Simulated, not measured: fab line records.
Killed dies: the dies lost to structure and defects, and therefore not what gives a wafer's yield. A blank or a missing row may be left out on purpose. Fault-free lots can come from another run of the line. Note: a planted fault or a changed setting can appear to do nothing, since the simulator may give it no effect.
Matching of chambers | flow sky130 | 4 sister chambers for SKY_VIA2_CMP_24 on cmp-01
The step polishes, stops on SiO2, t overpolish 20 s, target thk 0 nm. 8 wafers are shown with their chamber, then 7 later ones without.

== EACH WAFER AND ITS CHAMBER ==
wafer  | chamber | motorCurrentA (A) | timeToEndpointS (s)
L669.3 | 1       | 9.2               | 99
L669.5 | 0       | 10.2              | 101
L674.3 | 1       | 9.2               | 97
L680.6 | 3       | 10.0              | 98
L682.1 | 0       | 9.6               | 103
L682.6 | 2       | 11.3              | 99
L688.4 | 3       | 10.2              | 99
L688.5 | 2       | 10.3              | 94

== WAFERS WHOSE CHAMBER IS MISSING ==
wafer  | motorCurrentA (A) | timeToEndpointS (s)
L688.6 | 10.4              | 97
L689.1 | 9.8               | 96
L689.3 | 9.4               | 95
L689.4 | 11.3              | 95
L690.1 | 9.9               | 95
L690.3 | 9.0               | 97
L690.5 | 11.0              | 98

== WHICH CHAMBER EACH WENT THROUGH ==
wafer  | from the rows above               | in truth
L688.6 | can't be placed: 2 or 3 or 0 or 1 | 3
L689.1 | can't be placed: 3 or 1 or 2 or 0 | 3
L689.3 | can't be placed: 1 or 3 or 2      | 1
L689.4 | can't be placed: 2 or 3           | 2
L690.1 | can't be placed: 3 or 1 or 2 or 0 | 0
L690.3 | 1                                 | 1
L690.5 | can't be placed: 2 or 3           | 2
Correct placement for 1 of the 7. Unplaceable from these rows: 6, with the true chamber sitting among the candidates in 6. Wrongly placed: 0.
How it was worked out, from the rows above alone: a wafer's distance from a chamber is the root of the sum, over the readings, of the square of ((its reading less the chamber's mean) divided by the reading's scatter). The wafer belongs to the nearest chamber; if the next one is less than 2 further off, it can't be placed. For every chamber, the mean is computed from those of its wafers that are shown. The scatter: the root of (the sum of the squares of (reading less its chamber's mean) over the shown wafers, divided by (wafers less chambers)).
